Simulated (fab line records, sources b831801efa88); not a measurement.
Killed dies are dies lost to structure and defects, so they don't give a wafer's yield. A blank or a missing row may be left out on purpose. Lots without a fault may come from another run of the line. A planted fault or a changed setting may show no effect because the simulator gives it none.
Split-lot experiment | flow gf180mcu | 5 lots, 23 wafers read, on a route of 602 steps

THE SPLIT
At GF_V2_CVD_00 (deposits SiO2, target thk 600 nm, time 100 s), the setting sih4_flow_sccm was moved away from the recipe's 60 sccm on 8 of the 23 wafers read, by -10.1% to +9.0%. The other wafers ran this setting at the recipe's value.

The file shows no step between the split and the reading.

THE READING
V2_CVD_00_THK, in nm, at GF_V2_THK_MEAS_01. Fault-free wafers of this fab line usually give 599 nm, standard deviation 6.3 nm.

wafer  | tool, chamber at the split | sih4_flow_sccm as run, sccm | against the recipe | V2_CVD_00_THK, nm | against lot-mates on the recipe
L079.2 | hdpcvd-01, 0               | 60                          | recipe             | 601               | -
L079.3 | hdpcvd-01, 0               | 65.37                       | +9.0%              | 655               | +55
L079.4 | hdpcvd-01, 1               | 60                          | recipe             | 596               | -
L079.5 | hdpcvd-01, 1               | 60                          | recipe             | 603               | -
L079.6 | hdpcvd-01, 0               | 65.37                       | +9.0%              | 651               | +51
L080.2 | hdpcvd-01, 1               | 60                          | recipe             | 603               | -
L080.5 | hdpcvd-01, 1               | 60                          | recipe             | 603               | -
L080.6 | hdpcvd-01, 0               | 60                          | recipe             | 606               | -
L081.1 | hdpcvd-01, 1               | 60                          | recipe             | 599               | -
L081.2 | hdpcvd-01, 0               | 60                          | recipe             | 603               | -
L081.3 | hdpcvd-01, 0               | 53.96                       | -10.1%             | 543               | -60
L081.4 | hdpcvd-01, 1               | 53.96                       | -10.1%             | 548               | -55
L081.5 | hdpcvd-01, 1               | 60                          | recipe             | 607               | -
L082.1 | hdpcvd-01, 1               | 60                          | recipe             | 598               | -
L082.2 | hdpcvd-01, 0               | 60                          | recipe             | 599               | -
L082.3 | hdpcvd-01, 2               | 63.1                        | +5.2%              | 623               | +27
L082.5 | hdpcvd-01, 2               | 60                          | recipe             | 590               | -
L082.6 | hdpcvd-01, 0               | 63.1                        | +5.2%              | 627               | +31
L084.1 | hdpcvd-01, 2               | 60                          | recipe             | 601               | -
L084.2 | hdpcvd-01, 0               | 60                          | recipe             | 613               | -
L084.4 | hdpcvd-01, 0               | 55.2                        | -8.0%              | 557               | -47
L084.5 | hdpcvd-01, 1               | 55.2                        | -8.0%              | 557               | -47
L084.6 | hdpcvd-01, 2               | 60                          | recipe             | 598               | -

THE FIT
A straight line over all 23 wafers: V2_CVD_00_THK changes by +5.51 nm for each +1% of sih4_flow_sccm; r = +0.99; the points scatter about the line by 4.8 nm.
The same after taking each lot's own level away (the mean of its wafers on the recipe; 23 wafers): +5.81 nm for each +1%; r = +0.99; scatter 3.6 nm.
On that fit, the largest move of sih4_flow_sccm shifts the reading by 58 nm.
The lots' own levels span 595.7 to 604.0 nm, that is 1.3 times the standard deviation above.
So the lot-to-lot level changes the slope little: the two slopes agree.
Check: with one of the wafers moved furthest among these (-10.1%) left out of the fit, the line predicts -58 nm for it against its lot-mates. It came out at -60 nm against them.

OTHER SPLITS ON THESE WAFERS
These wafers also went through other splits before the reading. Each is held against what the fit with the lots' levels taken away leaves over:
other split on the same wafers | wafers away from the commonest value | r with V2_CVD_00_THK (lot level and that fit taken away)
GF_CONTACT_PEB_12 peb_temp_c   | 5                                    | -0.15
GF_M1_SPUTTER_04 time_s        | 7                                    | -0.05
GF_M1_EXPOSE_11 dose_mj        | 5                                    | +0.00
GF_M2_SPUTTER_01 time_s        | 8                                    | -0.04
GF_M2_SPUTTER_04 time_s        | 8                                    | +0.33

THE WHOLE CHAIN: every reading that the file lists as answering this split, in the file's order
step              | what it does                                 | reading                                                                   | change (the file's fit)              | r (the file's)
GF_V2_CVD_00      | deposits SiO2, target thk 600 nm, time 100 s | SiO2_of_V2_CVD_00.thk_nm (the simulator's own value, which no gauge read) | +5.82 nm for each +1% of the setting | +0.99
GF_V2_THK_MEAS_01 |                                              | V2_CVD_00_THK                                                             | +5.8 for each +1% of the setting     | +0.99

THE FILE'S OWN FIT
V2_CVD_00_THK changes by +5.8 nm for each +1% of sih4_flow_sccm, r = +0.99.
